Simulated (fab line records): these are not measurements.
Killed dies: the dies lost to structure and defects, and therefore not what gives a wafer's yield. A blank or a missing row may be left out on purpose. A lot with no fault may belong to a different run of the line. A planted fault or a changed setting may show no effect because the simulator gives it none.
Tool commonality check -- flow gf180mcu -- Lots sampled 8, wafers sampled 24

## REASON IT WAS OPENED
4 of 8 lots carry a flag on the reading LVPWELL_TW at GF_LVPWELL_TW_MEAS_11. Fault-free wafers read 555, with a standard deviation of 5.4.
Rule: a lot is flagged when every wafer of it that has a number lies more than 4 standard deviations from that mean, or none has a number. All remaining lots are regarded as sound.

lot,measured,on,"LVPWELL_TW, wafer by wafer",flag
L319,day 4 01:02,film_metro-01,549 553 553,
L320,day 4 06:07,film_metro-01,551 554 554,
L321,day 4 12:29,film_metro-04,547 549 548,
L322,day 4 18:49,film_metro-02,562 562 562,
L323,day 4 21:29,film_metro-02,686 685 685,FLAGGED
L324,day 5 01:34,film_metro-01,675 676 675,FLAGGED
L325,day 5 09:47,film_metro-02,687 689 686,FLAGGED
L326,day 5 15:20,film_metro-02,684 686 686,FLAGGED
The numbers of the flagged lots are 683 on average: +128 against the usual, or +24 standard deviations.

## EACH LOT AND THE TOOL IT RAN ON
The record keeps 1 process step preceding the reading, out of 602 steps on the route. Cell contents, in order: the tool; ch with the chambers the sampled wafers went through; the start.
lot,flag,GF_LVPWELL_IMPLANT_09
L319,,"implanter-02 ch 0, day 4 00:48"
L320,,"implanter-03 ch 0, day 4 05:52"
L321,,"implanter-04 ch 0, day 4 12:16"
L322,,"implanter-04 ch 0, day 4 18:34"
L323,FLAGGED,"implanter-02 ch 0, day 4 21:15"
L324,FLAGGED,"implanter-04 ch 0, day 5 01:19"
L325,FLAGGED,"implanter-02 ch 0, day 5 09:34"
L326,FLAGGED,"implanter-04 ch 0, day 5 15:05"
What is done by these steps:
- GF_LVPWELL_IMPLANT_09
- GF_LVPWELL_TW_MEAS_11

## FLAGGED AGAINST TOTAL, ONE TOOL AT A TIME (gauges that did the reading follow at the end)
step,tool,lots run,flagged,share of the flagged lots,sound lots run after its first flagged lot
GF_LVPWELL_IMPLANT_09,implanter-02,3,2,some,0
GF_LVPWELL_IMPLANT_09,implanter-03,1,0,none,-
GF_LVPWELL_IMPLANT_09,implanter-04,4,2,some,0
GF_LVPWELL_TW_MEAS_11,film_metro-01,3,1,some,0
GF_LVPWELL_TW_MEAS_11,film_metro-02,4,3,some,0
GF_LVPWELL_TW_MEAS_11,film_metro-04,1,0,none,-

## WHAT THE TABLE PERMITS
No row of the table ran every flagged lot.

## WHAT THE SIMULATOR HAD PUT IN
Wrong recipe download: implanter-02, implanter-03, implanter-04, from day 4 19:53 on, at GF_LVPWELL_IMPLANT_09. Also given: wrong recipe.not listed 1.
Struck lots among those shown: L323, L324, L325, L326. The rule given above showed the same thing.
